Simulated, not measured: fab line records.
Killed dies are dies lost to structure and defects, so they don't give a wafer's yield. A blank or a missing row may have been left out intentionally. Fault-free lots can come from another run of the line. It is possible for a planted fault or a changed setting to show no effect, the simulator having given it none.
Which tool is to blame? :: flow sky130 :: Sampling: 14 lots, 42 wafers, 3 of 708 route steps

== WHAT THE GAUGES READ, wafer by wafer ==
SKY_SONOS_ONO_OVL_MEAS_14.
lot: L466
measured: day 12 21:49
on: overlay-01
SONOS_ONO_OVL (nm): -3.4 -2.4 -3.0

lot: L469
measured: day 13 21:57
on: overlay-01
SONOS_ONO_OVL (nm): -0.3 -1.7 -0.5

lot: L468
measured: day 13 23:29
on: overlay-02
SONOS_ONO_OVL (nm): 1.0 -0.4 0.4

lot: L470
measured: day 14 03:49
on: overlay-02
SONOS_ONO_OVL (nm): 3.4 3.6 2.6

lot: L472
measured: day 14 20:47
on: overlay-02
SONOS_ONO_OVL (nm): -1.1 0.1 -1.5

lot: L473
measured: day 15 01:39
on: overlay-02
SONOS_ONO_OVL (nm): 1.1 -0.3 0.8

lot: L476
measured: day 16 07:22
on: overlay-02
SONOS_ONO_OVL (nm): 1.2 2.2 0.0

lot: L477
measured: day 16 10:36
on: overlay-02
SONOS_ONO_OVL (nm): -0.9 0.7 0.1

lot: L478
measured: day 16 14:29
on: overlay-02
SONOS_ONO_OVL (nm): 1.1 2.2 -0.1

lot: L483
measured: day 18 09:08
on: overlay-01
SONOS_ONO_OVL (nm): -1.3 -1.7 -0.1

lot: L485
measured: day 18 23:58
on: overlay-01
SONOS_ONO_OVL (nm): -2.2 -2.9 -1.7

lot: L486
measured: day 19 11:10
on: overlay-02
SONOS_ONO_OVL (nm): 0.2 -3.2 -1.5

lot: L487
measured: day 20 00:16
on: overlay-02
SONOS_ONO_OVL (nm): -0.2 0.8 -0.9

lot: L488
measured: day 20 03:49
on: overlay-02
SONOS_ONO_OVL (nm): -0.6 -0.7 -1.6

SKY_GATE_OXIDE_THK_MEAS_02.
lot: L466
measured: day 13 02:29
on: film-metro-01
GATE_OXIDE_OXIDATION_00_THK (nm): 10.54 10.61 10.55

lot: L469
measured: day 14 01:46
on: film-metro-02
GATE_OXIDE_OXIDATION_00_THK (nm): 10.03 10.07 10.19

lot: L468
measured: day 14 01:46
on: film-metro-01
GATE_OXIDE_OXIDATION_00_THK (nm): 9.99 10.05 10.14

lot: L470
measured: day 14 05:47
on: film-metro-03
GATE_OXIDE_OXIDATION_00_THK (nm): 10.05 10.18 10.15

lot: L472
measured: day 14 22:37
on: film-metro-02
GATE_OXIDE_OXIDATION_00_THK (nm): 10.74 10.59 10.57

lot: L473
measured: day 15 05:19
on: film-metro-03
GATE_OXIDE_OXIDATION_00_THK (nm): 10.24 10.21 10.06

lot: L476
measured: day 16 09:35
on: film-metro-03
GATE_OXIDE_OXIDATION_00_THK (nm): 10.61 10.74 10.77

lot: L477
measured: day 16 13:52
on: film-metro-03
GATE_OXIDE_OXIDATION_00_THK (nm): 10.30 10.31 10.34

lot: L478
measured: day 16 17:28
on: film-metro-02
GATE_OXIDE_OXIDATION_00_THK (nm): 10.48 10.48 10.37

lot: L483
measured: day 18 11:37
on: film-metro-03
GATE_OXIDE_OXIDATION_00_THK (nm): 10.35 10.25 10.08

lot: L485
measured: day 19 01:59
on: film-metro-03
GATE_OXIDE_OXIDATION_00_THK (nm): 10.08 10.13 10.19

lot: L486
measured: day 19 13:27
on: film-metro-03
GATE_OXIDE_OXIDATION_00_THK (nm): 10.01 10.09 9.92

lot: L487
measured: day 20 02:07
on: film-metro-01
GATE_OXIDE_OXIDATION_00_THK (nm): 10.15 10.08 10.19

lot: L488
measured: day 20 05:40
on: film-metro-03
GATE_OXIDE_OXIDATION_00_THK (nm): 10.31 10.05 10.18

SKY_POLY_GATE_THK_MEAS_04.
lot: L466
measured: day 15 15:50
on: film-metro-02
POLY_GATE_CVD_03_THK (nm): 74.2 74.7 74.5

lot: L469
measured: day 16 12:40
on: film-metro-01
POLY_GATE_CVD_03_THK (nm): 74.7 74.3 74.2

lot: L468
measured: day 16 14:01
on: film-metro-01
POLY_GATE_CVD_03_THK (nm): 74.8 75.5 75.5

lot: L470
measured: day 16 19:24
on: film-metro-01
POLY_GATE_CVD_03_THK (nm): 74.4 74.0 74.1

lot: L472
measured: day 17 12:32
on: film-metro-01
POLY_GATE_CVD_03_THK (nm): 75.3 76.1 75.8

lot: L473
measured: day 17 21:25
on: film-metro-02
POLY_GATE_CVD_03_THK (nm): 75.4 74.3 74.9

lot: L476
measured: day 19 01:12
on: film-metro-04
POLY_GATE_CVD_03_THK (nm): 75.1 75.6 75.7

lot: L477
measured: day 19 07:20
on: film-metro-01
POLY_GATE_CVD_03_THK (nm): 75.4 75.3 76.2

lot: L478
measured: day 19 10:53
on: film-metro-01
POLY_GATE_CVD_03_THK (nm): 75.0 75.0 74.7

lot: L483
measured: day 21 07:55
on: film-metro-04
POLY_GATE_CVD_03_THK (nm): 75.4 76.0 75.5

lot: L485
measured: day 21 22:14
on: film-metro-02
POLY_GATE_CVD_03_THK (nm): 74.5 74.8 75.9

lot: L486
measured: day 22 08:14
on: film-metro-04
POLY_GATE_CVD_03_THK (nm): 76.6 76.7 76.5

lot: L487
measured: day 22 23:43
on: film-metro-02
POLY_GATE_CVD_03_THK (nm): 75.4 75.2 75.1

lot: L488
measured: day 23 02:48
on: film-metro-04
POLY_GATE_CVD_03_THK (nm): 73.7 73.7 74.3

== WHAT TOOL EACH LOT RAN ON (gives the tool, then ch and the chambers of the sampled wafers, and finally the start) ==
The record holds no process step before these readings.

== AS READ BY THE TOOLS THEMSELVES (means over the sampled wafers that have a number; for cases with no such wafer, the mark the record gives instead) ==
The record holds no such reading with a usual standard deviation.

== THE ANSWER, worked out from the rows above alone ==
Rule: what is usual is taken from the lots themselves. The widest of any qualifying gaps counts: lots, ordered by their means at a reading, are off when they make up no more than a third of the lots, leave a main group of 4 or more, and stand apart from it by 3 or more times the standard deviation of that group's means. If all means in a main group match to the digits the tables above print for the reading, that group is not used. A lot without any number at a reading at which 4 lots or more have one is off too. All remaining lots with rows at the step are treated as sound. Order of review: gauges by route order, followed by the tools' own readings, for which a lot's mean as printed above is used. At the first step where some lot is off, the reading lying furthest off is the one used; lots without a number count as furthest.
Across all readings shown, no lot is off: no conclusion can be drawn from this.

== WHAT HAD BEEN PUT IN BY THE SIMULATOR ==
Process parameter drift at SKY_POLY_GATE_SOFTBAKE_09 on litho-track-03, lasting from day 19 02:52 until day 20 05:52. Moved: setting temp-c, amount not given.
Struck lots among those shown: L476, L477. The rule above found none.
